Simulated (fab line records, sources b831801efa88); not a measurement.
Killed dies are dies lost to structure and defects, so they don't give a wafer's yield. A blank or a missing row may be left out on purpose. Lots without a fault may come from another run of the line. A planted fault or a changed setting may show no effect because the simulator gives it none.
One fault seen from 2 desks | flow gf180mcu | each desk has only its own numbers; what lay behind them comes last

THE TOOL OWNER'S DESK: implanter-03
The tool's own readings at GF_NSD_IMPLANT_10: means of the sampled wafers that have a number, for each lot that ran on this tool. A lot is out of limits, marked OUT, if its mean lies more than 4 standard deviations from the usual mean; the brackets give that distance.
Columns: A = dose_ions_cm2 at GF_NSD_IMPLANT_10, usual 5e+14; B = end_station_pressure_torr at GF_NSD_IMPLANT_10, usual 7.3e-06 Torr; C = faraday_current_uA at GF_NSD_IMPLANT_10, usual 2783
lot  | first seen here | A                       | B       | C
L726 | day 14 14:47    | 5e+14                   | 7.3e-06 | 2748
L730 | day 15 19:24    | 5e+14                   | 7.2e-06 | 2823
L738 | day 18 22:14    | 8e+14 (+99 or more) OUT | 8.7e-06 | 4322 (+27) OUT
L739 | day 19 01:41    | 8e+14 (+99 or more) OUT | 8.6e-06 | 4260 (+25) OUT
L745 | day 21 23:31    | 5e+14                   | 7.1e-06 | 2760
This desk's finding: out of limits on L738, L739; first on L738, day 18 22:14 (dose_ions_cm2 at GF_NSD_IMPLANT_10). In limits: L726, L730, L745.

THE METROLOGY DESK
What the gauges read, lot by lot, whatever tool the lot ran on: means of the sampled wafers that have a number. A lot is out of limits, marked OUT, if its mean lies more than 4 standard deviations from the usual mean; the brackets give that distance.
Columns: A = NSD_RS at GF_PSD_RS_MEAS_14, usual 46.15 ohm/sq; B = V2_BOW at GF_V2_BOW_MEAS_05, usual 100 um
lot  | first seen here | A               | B
L722 | day 14 04:34    | 46.10           | 95
L723 | day 14 16:29    | 46.10           | 99
L724 | day 14 19:59    | 46.22           | 103
L726 | day 15 12:31    | 46.17           | 101
L729 | day 16 10:31    | 46.15           | 100
L730 | day 16 18:08    | 46.24           | 101
L738 | day 19 23:36    | 43.18 (-36) OUT | 96
L739 | day 20 02:37    | 43.27 (-35) OUT | 87
L743 | day 22 07:03    | 46.19           | 88
L744 | day 22 10:37    | 46.18           | 109
L745 | day 22 23:13    | 46.05           | 94
This desk's finding: out of limits on L738, L739; first on L738, day 19 23:36 (NSD_RS at GF_PSD_RS_MEAS_14). In limits: L722, L723, L724, L726, L729, L730, L743, L744, L745.

PUT TOGETHER
The tool owner's desk could have raised an alarm at day 18 22:14, on L738, L739.
The metrology desk could have raised an alarm at day 19 23:36, on L738, L739.
Of the lots named, all ran GF_NSD_IMPLANT_10 on implanter-03.

WHAT THE SIMULATOR HAD PUT IN
Process parameter drift: implanter-03, from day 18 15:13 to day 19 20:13, at GF_NSD_IMPLANT_10. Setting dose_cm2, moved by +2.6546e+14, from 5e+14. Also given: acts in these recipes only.
Lots struck among those shown: L738, L739.
Hours from the fault's start to each desk's first reading out of limits: the tool owner's desk, 7; the metrology desk, 32.
